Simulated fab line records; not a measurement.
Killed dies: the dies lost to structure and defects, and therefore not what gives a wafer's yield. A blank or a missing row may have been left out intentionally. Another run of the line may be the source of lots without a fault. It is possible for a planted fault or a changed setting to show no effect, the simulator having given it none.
2 desks, one fault -- flow sky130 -- what lay behind the numbers comes last; until then each desk has only its own

== AT THE TOOL OWNER'S DESK: lpcvd-02 ==
The tool's own readings at SKY_SPACER_CVD_00 (deposits Si3N4 from DCS/NH3, target thk 43.1 nm, time 740 s): means of the sampled wafers that have a number, for each lot that ran on this tool. The brackets show how far a lot's mean lies from the usual mean; more than 4 standard deviations puts the lot out of limits, marked OUT.
Columns: A = spike-tc-bottom-C at SKY_SPACER_CVD_00, usual 786.9 C; B = spike-tc-centre-C at SKY_SPACER_CVD_00, usual 769.1 C; C = spike-tc-lower-C at SKY_SPACER_CVD_00, usual 770.5 C; D = spike-tc-top-C at SKY_SPACER_CVD_00, usual 784.8 C; E = spike-tc-upper-C at SKY_SPACER_CVD_00, usual 770.0 C; F = susceptor-temp-C at SKY_SPACER_CVD_00, usual 770.1 C
lot,first seen here,A,B,C,D,E,F
L275,day 24 09:44,785.8,768.5,770.2,785.0,770.2,770.6
L273,day 24 11:59,788.5,768.7,770.3,783.4,769.9,769.7
L274,day 24 11:59,784.3,769.5,771.1,785.2,771.1,769.9
L277,day 24 16:08,788.0,768.2,770.2,785.3,768.8,769.9
L276,day 24 18:33,784.7,768.6,770.3,783.6,770.5,770.2
L279,day 25 07:46,785.9,768.1,770.4,784.4,770.4,770.4
L280,day 25 07:46,788.0,767.9,770.8,785.3,769.9,770.3
L282,day 26 02:53,788.3,767.7,770.8,786.7,769.9,770.2
L281,day 26 06:20,795.5 (+4.3) OUT,779.0 (+9.9) OUT,780.8 (+9.4) OUT,793.6 (+7.3) OUT,781.2 (+10) OUT,780.7 (+33) OUT
L284,day 27 09:44,798.7 (+5.9) OUT,780.6 (+11) OUT,781.9 (+10) OUT,795.2 (+8.7) OUT,780.5 (+9.6) OUT,780.8 (+34) OUT
L283,day 27 13:59,798.1 (+5.6) OUT,779.6 (+11) OUT,780.5 (+9.1) OUT,795.7 (+9.1) OUT,780.9 (+9.9) OUT,780.9 (+34) OUT
L285,day 27 22:01,799.7 (+6.4) OUT,778.4 (+9.3) OUT,781.0 (+9.5) OUT,795.5 (+8.9) OUT,781.7 (+11) OUT,780.8 (+34) OUT
L293,day 30 11:21,784.9,769.5,772.3,783.8,769.8,770.0
L294,day 30 11:21,785.4,768.7,770.1,784.2,769.4,770.0
L295,day 30 11:21,785.4,770.2,771.0,784.2,770.1,769.9
L296,day 30 17:58,786.0,769.5,770.0,784.6,770.4,770.2
This desk finds L281, L283, L284, L285 out of limits, L281 being first, at day 26 06:20 (spike-tc-bottom-C at SKY_SPACER_CVD_00). In limits: L275, L273, L274, L277, L276, L279, L280, L282, L293, L294, L295, L296.

== FROM THE METROLOGY DESK ==
What the gauges read for every lot (on any tool): the sampled wafers with a number, averaged. The brackets show how far a lot's mean lies from the usual mean; more than 4 standard deviations puts the lot out of limits, marked OUT.
Columns: A = cd-nm at SKY_POLY_GATE_CD_MEAS_13, usual 149.3 nm; B = SPACER_CVD_00_THK at SKY_SPACER_THK_MEAS_01, usual 42.8 nm; C = cd-nm at SKY_POLY_CUT_CD_MEAS_08, usual 269.9 nm; D = RES_XHIGH_TW at SKY_RES_XHIGH_TW_MEAS_09, usual 1633
lot,first seen here,A,B,C,D
L275,day 17 18:42,148.6,43.1,271.2,1639
L273,day 17 18:55,148.8,42.6,270.3,1609
L274,day 17 19:02,150.8,42.7,269.6,1645
L276,day 18 00:39,150.5,43.5,268.4,1639
L277,day 18 03:05,150.1,43.5,271.4,1636
L280,day 18 18:59,152.5,42.8,268.1,1640
L279,day 18 19:21,148.4,42.6,268.0,1613
L282,day 19 16:16,150.6,42.2,270.4,1636
L281,day 19 18:40,148.7,52.3 (+20) OUT,270.9,1632
L284,day 21 01:22,147.9,52.0 (+20) OUT,270.0,1640
L283,day 21 05:11,148.1,52.0 (+20) OUT,271.7,1615
L285,day 21 11:31,148.3,52.8 (+21) OUT,273.0,1649
L293,day 24 05:45,150.4,42.1,269.2,1633
L294,day 24 06:04,149.7,43.2,270.6,1650
L295,day 24 07:45,148.8,43.0,271.6,1640
L296,day 24 15:33,151.3,42.9,269.4,1632
Per this desk, out of limits: L281, L283, L284, L285; the first was L281, day 26 07:32 (SPACER_CVD_00_THK at SKY_SPACER_THK_MEAS_01). In limits: L275, L273, L274, L276, L277, L280, L279, L282, L293, L294, L295, L296.

== PUT TOGETHER ==
An alarm could have come from the tool owner's desk at day 26 06:20, on L281, L283, L284, L285.
An alarm was possible from the metrology desk at day 26 07:32, on L281, L283, L284, L285.
On lpcvd-02, each named lot ran SKY_SPACER_CVD_00.

== WHAT THE SIMULATOR HAD PUT IN ==
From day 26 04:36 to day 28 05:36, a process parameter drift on lpcvd-02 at SKY_SPACER_CVD_00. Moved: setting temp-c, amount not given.
Lots struck among those shown: L281, L283, L284, L285.
Time in hours from fault onset to the first out-of-limits reading at each desk: tool owner's desk 2, metrology desk 3.
